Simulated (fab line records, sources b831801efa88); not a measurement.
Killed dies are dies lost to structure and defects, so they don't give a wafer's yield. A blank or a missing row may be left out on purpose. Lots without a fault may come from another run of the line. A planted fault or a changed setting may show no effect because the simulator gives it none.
Which tool did it? | flow gf180mcu | 24 lots, 72 wafers sampled, at 3 steps of a route of 602

WHAT THE GAUGES READ, wafer by wafer
GF_SALICIDE_THK_MEAS_05: measures by xrf. Usual: SALICIDE_TIN_THK 20.07 nm, standard deviation 0.25.
lot  | measured     | on            | SALICIDE_TIN_THK (nm) | flag
L074 | day 15 06:20 | film_metro-02 | 20.18 19.85 20.08     |
L075 | day 15 11:10 | film_metro-03 | 19.76 20.12 20.10     |
L076 | day 15 19:08 | film_metro-02 | 20.49 20.27 20.34     |
L077 | day 16 14:09 | film_metro-02 | 19.88 20.06 19.89     |
L078 | day 16 23:59 | film_metro-02 | 20.09 20.26 20.02     |
L079 | day 17 02:17 | film_metro-02 | 20.37 20.52 20.29     |
L080 | day 17 07:38 | film_metro-03 | 20.01 19.64 19.83     |
L081 | day 17 21:38 | film_metro-03 | 20.05 20.17 19.89     |
L082 | day 18 07:56 | film_metro-02 | 20.08 20.10 20.06     |
L083 | day 18 16:07 | film_metro-04 | 19.86 19.69 19.54     |
L084 | day 18 20:12 | film_metro-03 | 19.85 19.87 19.76     |
L085 | day 19 01:25 | film_metro-04 | 19.94 20.12 20.08     |
L086 | day 19 15:04 | film_metro-03 | 19.67 19.70 19.88     |
L087 | day 19 23:02 | film_metro-04 | 20.49 20.27 20.30     |
L088 | day 20 09:22 | film_metro-02 | 20.15 20.12 20.05     |
L089 | day 20 17:02 | film_metro-04 | 19.71 19.88 19.99     |
L090 | day 21 01:12 | film_metro-04 | 19.77 19.94 19.79     |
L091 | day 21 07:42 | film_metro-02 | 19.79 20.29 20.04     |
L092 | day 21 15:44 | film_metro-02 | 20.15 20.59 20.28     |
L093 | day 22 01:19 | film_metro-03 | 19.80 19.57 20.02     |
L094 | day 22 07:35 | film_metro-02 | 20.62 20.35 20.51     |
L095 | day 22 18:21 | film_metro-02 | 20.19 20.38 20.29     |
L096 | day 22 22:01 | film_metro-04 | 19.71 20.33 20.21     |
L097 | day 23 10:47 | film_metro-02 | 20.33 20.27 20.68     |

GF_M1_OVL_MEAS_15. Usual: M1_OVL 1 nm, standard deviation 6.3.
lot  | measured     | on         | M1_OVL (nm) | flag
L074 | day 17 04:22 | overlay-01 | 10 2 9      |
L075 | day 17 09:44 | overlay-02 | -4 4 5      |
L076 | day 17 18:53 | overlay-01 | -7 -13 -2   |
L077 | day 18 14:18 | overlay-01 | 1 -3 8      |
L078 | day 19 01:49 | overlay-01 | 3 -6 6      |
L079 | day 19 04:29 | overlay-01 | -8 2 6      |
L080 | day 19 09:52 | overlay-01 | 5 -3 9      |
L081 | day 20 00:27 | overlay-02 | 5 -9 -1     |
L082 | day 20 10:59 | overlay-02 | 14 -4 -2    |
L083 | day 20 19:44 | overlay-01 | -1 6 -7     |
L084 | day 21 00:22 | overlay-02 | 2 -2 -3     |
L085 | day 21 04:38 | overlay-02 | -10 1 -3    |
L086 | day 21 18:33 | overlay-01 | 2 2 3       |
L087 | day 22 02:34 | overlay-01 | 4 8 7       |
L088 | day 22 12:19 | overlay-01 | -6 1 -6     |
L089 | day 22 18:59 | overlay-02 | -3 2 -8     |
L090 | day 23 02:31 | overlay-01 | 0 11 12     |
L091 | day 23 09:11 | overlay-01 | -2 2 10     |
L092 | day 23 16:47 | overlay-02 | 3 11 0      |
L093 | day 24 01:12 | overlay-01 | 1 10 3      |
L094 | day 24 06:25 | overlay-02 | 8 -5 0      |
L095 | day 24 17:31 | overlay-01 | -1 5 0      |
L096 | day 24 20:56 | overlay-02 | -6 -2 -8    |
L097 | day 25 08:18 | overlay-01 | -6 0 -7     |

WHICH TOOL RAN EACH LOT (tool, then ch and the chambers of the sampled wafers, then the start)
lot  | GF_CONTACT_SPUTTER_23
L074 | pvd_sputter-04, day 16 04:53
L075 | pvd_sputter-01, day 16 10:26
L076 | pvd_sputter-01, day 16 18:53
L077 | pvd_sputter-04, day 17 14:46
L078 | pvd_sputter-04, day 18 01:07
L079 | pvd_sputter-02, day 18 03:25
L080 | pvd_sputter-04, day 18 08:29
L081 | pvd_sputter-01, day 18 23:21
L082 | pvd_sputter-04, day 19 09:28
L083 | pvd_sputter-01, day 19 18:54
L084 | pvd_sputter-01, day 19 22:31
L085 | pvd_sputter-02, day 20 03:29
L086 | pvd_sputter-02, day 20 16:35
L087 | pvd_sputter-01, day 21 01:32
L088 | pvd_sputter-04, day 21 11:16
L089 | pvd_sputter-01, day 21 19:07
L090 | pvd_sputter-02, day 22 02:50
L091 | pvd_sputter-01, day 22 09:18
L092 | pvd_sputter-01, day 22 17:04
L093 | pvd_sputter-04, day 23 02:26
L094 | pvd_sputter-04, day 23 08:23
L095 | pvd_sputter-04, day 23 18:52
L096 | pvd_sputter-02, day 23 22:27
L097 | pvd_sputter-01, day 24 08:52
- GF_CONTACT_SPUTTER_23: material TiN, target thk 10 nm, time 40 s.

WHAT THE TOOLS THEMSELVES READ (means of the sampled wafers that have a number; where no wafer has one, the mark that the record gives instead)
GF_CONTACT_SPUTTER_23. Usual: cathode_dc_power_W 3999.9 W, standard deviation 0.78; throttle_valve_pct 30.5 %, standard deviation 1.
lot  | tool           | cathode_dc_power_W (W) | throttle_valve_pct (%) | flag
L074 | pvd_sputter-04 | 3999.8                 | 31.0                   |
L075 | pvd_sputter-01 | 4000.2                 | 30.4                   |
L076 | pvd_sputter-01 | 4000.0                 | 29.4                   |
L077 | pvd_sputter-04 | 4000.6                 | 31.6                   |
L078 | pvd_sputter-04 | 3999.2                 | 30.3                   |
L079 | pvd_sputter-02 | 4000.0                 | 30.2                   |
L080 | pvd_sputter-04 | 3999.7                 | 30.8                   |
L081 | pvd_sputter-01 | 3999.6                 | 29.4                   |
L082 | pvd_sputter-04 | 4000.5                 | 31.5                   |
L083 | pvd_sputter-01 | 3999.6                 | 29.8                   |
L084 | pvd_sputter-01 | 3999.8                 | 29.8                   |
L085 | pvd_sputter-02 | 3999.5                 | 31.1                   |
L086 | pvd_sputter-02 | 3999.9                 | 31.2                   |
L087 | pvd_sputter-01 | 4000.3                 | 29.9                   |
L088 | pvd_sputter-04 | 3999.0                 | 31.6                   |
L089 | pvd_sputter-01 | 3999.8                 | 30.2                   |
L090 | pvd_sputter-02 | 3999.7                 | 30.3                   |
L091 | pvd_sputter-01 | 3998.8                 | 29.4                   |
L092 | pvd_sputter-01 | 3999.9                 | 30.1                   |
L093 | pvd_sputter-04 | 3999.3                 | 30.8                   |
L094 | pvd_sputter-04 | 4000.2                 | 30.2                   |
L095 | pvd_sputter-04 | 4000.4                 | 31.5                   |
L096 | pvd_sputter-02 | 4000.3                 | 30.4                   |
L097 | pvd_sputter-01 | 3999.8                 | 30.0                   |

THE ANSWER, worked out from the rows above alone
Rule: a lot is off if the mean of its wafers that have a number lies more than 3 standard deviations from the usual mean. A lot without any number at a reading at which 4 lots or more have one is off too. The other lots that the step has rows for count as sound. The gauges are gone through in route order, then the tools' own readings, and for those a lot's mean is taken as printed above. The first step at which some lot is off is used, and at that step the reading that is off furthest; a lot without a number counts as furthest.
No lot is off at any reading shown: from this, nothing can be told.

WHAT THE SIMULATOR HAD PUT IN
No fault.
